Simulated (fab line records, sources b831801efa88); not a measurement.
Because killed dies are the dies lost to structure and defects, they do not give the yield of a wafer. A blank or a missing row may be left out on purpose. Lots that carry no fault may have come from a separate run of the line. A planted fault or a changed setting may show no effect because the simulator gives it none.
What tool caused it? ; flow gf180mcu ; 39 wafers from 13 lots sampled at 5 of the route's 602 steps

== WHAT THE GAUGES SHOWED, per wafer ==
GF_DUAL_GATE_OVL_MEAS_11.
lot;measured;on;DUAL_GATE_OVL (nm)
L134;day 8 05:05;overlay-02;0.2 0.5 0.8
L137;day 9 04:10;overlay-02;0.6 -1.2 1.1
L138;day 9 10:32;overlay-01;-1.7 -2.5 -1.9
L142;day 10 16:54;overlay-01;-1.2 -3.0 -1.6
L143;day 11 04:32;overlay-02;-1.1 -1.6 0.2
L145;day 11 12:53;overlay-01;0.1 0.4 -1.3
L144;day 11 15:13;overlay-01;-1.1 -1.6 -0.6
L146;day 11 21:34;overlay-02;-0.8 -1.4 -1.8
L148;day 12 13:49;overlay-02;-1.1 -0.5 -0.6
L151;day 13 10:28;overlay-01;0.6 0.1 -0.2
L152;day 13 17:10;overlay-02;-2.4 -1.0 -0.4
L153;day 13 22:10;overlay-02;-2.9 -3.1 -1.6
L156;day 14 18:58;overlay-01;-1.1 0.4 -1.4

GF_HV_LDD_CD_MEAS_07 targets a cd of 400 nm.
lot;measured;on;cd_nm (nm)
L134;day 9 21:21;cd_sem-01;396.4 396.2 395.3
L137;day 10 21:24;cd_sem-01;400.1 402.3 399.5
L138;day 11 03:07;cd_sem-01;399.6 400.8 399.4
L142;day 12 10:51;cd_sem-01;399.9 395.9 399.0
L143;day 13 00:04;cd_sem-01;398.4 397.5 399.0
L145;day 13 08:43;cd_sem-01;400.6 399.9 402.1
L144;day 13 13:10;cd_sem-02;401.6 404.7 402.8
L146;day 13 18:19;cd_sem-01;394.7 394.7 396.0
L148;day 14 11:01;cd_sem-02;396.2 396.8 396.5
L151;day 15 10:28;cd_sem-02;376.2 376.2 376.1
L152;day 15 15:36;cd_sem-02;401.4 399.7 397.6
L153;day 16 01:26;cd_sem-01;375.6 377.1 375.3
L156;day 16 21:16;cd_sem-01;402.7 401.0 402.4

== TOOL THAT RAN EACH LOT (tool first, then ch and the chambers of the sampled wafers, then the start) ==
lot;GF_POLY_GATE_ETCH_12;GF_POLY_GATE_STRIP_14;GF_HV_LDD_DEVELOP_06
L134;rie_diel-04 ch 0,1,2, day 9 02:32;plasma_asher-02 ch 0,1, day 9 02:38;litho_track-02 ch 0, day 9 21:12
L137;rie_diel-02 ch 0,1,3, day 10 01:15;plasma_asher-02 ch 0,1, day 10 01:22;litho_track-02 ch 0, day 10 21:15
L138;rie_diel-04 ch 1,2,3, day 10 07:17;plasma_asher-04 ch 0,1, day 10 07:23;litho_track-02 ch 0, day 11 02:59
L142;rie_diel-04 ch 0,2,3, day 11 14:35;plasma_asher-01 ch 0,1, day 11 14:41;litho_track-04 ch 0, day 12 10:42
L143;rie_diel-02 ch 0,2, day 12 02:32;plasma_asher-04 ch 0,1, day 12 02:40;litho_track-01 ch 0, day 12 23:55
L145;rie_diel-03 ch 2,3, day 12 10:52;plasma_asher-02 ch 0,1, day 12 11:00;litho_track-04 ch 0, day 13 08:34
L144;rie_diel-03 ch 1,2,3, day 12 14:49;plasma_asher-01 ch 0,1, day 12 14:55;litho_track-04 ch 0, day 13 13:01
L146;rie_diel-02 ch 0,1, day 12 20:35;plasma_asher-04 ch 0,1, day 12 20:41;litho_track-02 ch 0, day 13 18:11
L148;rie_diel-02 ch 1,2,3, day 13 12:52;plasma_asher-01 ch 0,1, day 13 12:58;litho_track-04 ch 0, day 14 10:52
L151;rie_diel-04 ch 1,2,3, day 14 10:58;plasma_asher-04 ch 0,1, day 14 11:04;litho_track-04 ch 0, day 15 10:19
L152;rie_diel-02 ch 2,3, day 14 17:19;plasma_asher-02 ch 0,1, day 14 17:25;litho_track-02 ch 0, day 15 15:27
L153;rie_diel-02 ch 0,3, day 15 00:21;plasma_asher-04 ch 0,1, day 15 00:29;litho_track-04 ch 0, day 16 01:17
L156;rie_diel-03 ch 0,1,2, day 15 20:28;plasma_asher-02 ch 0,1, day 15 20:34;litho_track-02 ch 0, day 16 21:08
- GF_POLY_GATE_ETCH_12: etches BARC in N2/H2.
- GF_POLY_GATE_STRIP_14: strips in O2/N2.
- GF_HV_LDD_DEVELOP_06: develop time 60 s.

== AS READ BY THE TOOLS THEMSELVES (means over the sampled wafers that have a number; for cases with no such wafer, the mark the record gives instead) ==
GF_POLY_GATE_ETCH_12.
lot;tool;drypump_motor_current_A (A);oes_product_au (a.u.);rf_fwd_power_W (W);throttle_valve_pct (%)
L134;rie_diel-04;6.0;0.735;496.0;13.216
L137;rie_diel-02;5.3;0.731;495.9;13.216
L138;rie_diel-04;6.0;0.731;496.3;13.217
L142;rie_diel-04;5.9;0.740;497.8;13.221
L143;rie_diel-02;6.0;0.735;493.3;13.209
L145;rie_diel-03;5.6;0.732;493.6;13.221
L144;rie_diel-03;5.6;0.731;495.7;13.217
L146;rie_diel-02;5.3;0.730;495.9;13.215
L148;rie_diel-02;5.7;0.737;494.8;13.216
L151;rie_diel-04;6.0;0.733;496.8;13.201
L152;rie_diel-02;5.8;0.735;496.1;13.208
L153;rie_diel-02;5.5;0.731;496.3;13.211
L156;rie_diel-03;5.8;0.732;495.4;13.217

GF_POLY_GATE_STRIP_14.
lot;tool;drypump_motor_current_A (A);heater_power_w (W);oes_product_au (a.u.)
L134;plasma_asher-02;6.00;308;0.507
L137;plasma_asher-02;6.00;309;0.507
L138;plasma_asher-04;5.76;315;0.503
L142;plasma_asher-01;6.11;327;0.509
L143;plasma_asher-04;5.78;316;0.505
L145;plasma_asher-02;5.99;332;0.508
L144;plasma_asher-01;6.09;323;0.501
L146;plasma_asher-04;5.75;316;0.505
L148;plasma_asher-01;6.04;324;0.504
L151;plasma_asher-04;5.75;313;0.511
L152;plasma_asher-02;6.00;309;0.503
L153;plasma_asher-04;6.09;314;0.507
L156;plasma_asher-02;6.00;307;0.504

== THE ANSWER, worked out from the rows above alone ==
Rule: the lots themselves supply what counts as usual. Put in order of their means at a reading, lots are off if they are a third of the lots or fewer, leave a main group of 4 or more, and stand apart from it by a gap of 3 or more times the standard deviation of the main group's means; of several such gaps the widest counts. A main group whose means are all the same, to the digits that the tables above print for the reading, isn't used. A lot without any number at a reading at which 4 lots or more have one is off too. The other lots that the step has rows for count as sound. Order of review: gauges by route order, followed by the tools' own readings, for which a lot's mean as printed above is used. The first step at which some lot is off is used, and at that step the reading that is off furthest; a lot without a number counts as furthest.
Off: L151, L153, at GF_HV_LDD_CD_MEAS_07 (cd_nm). For the main group the mean is 399.1 nm and the standard deviation 2.4.
A tool fits if, at a process step before that reading, it ran every lot that is off, and no sound lot after the first of them. The gauges at GF_HV_LDD_CD_MEAS_07 are tried like those tools. 2 tools fit, plasma_asher-04 at GF_POLY_GATE_STRIP_14 and litho_track-04 at GF_HV_LDD_DEVELOP_06, so this cannot tell which one it is.

== WHAT THE SIMULATOR PUT IN ==
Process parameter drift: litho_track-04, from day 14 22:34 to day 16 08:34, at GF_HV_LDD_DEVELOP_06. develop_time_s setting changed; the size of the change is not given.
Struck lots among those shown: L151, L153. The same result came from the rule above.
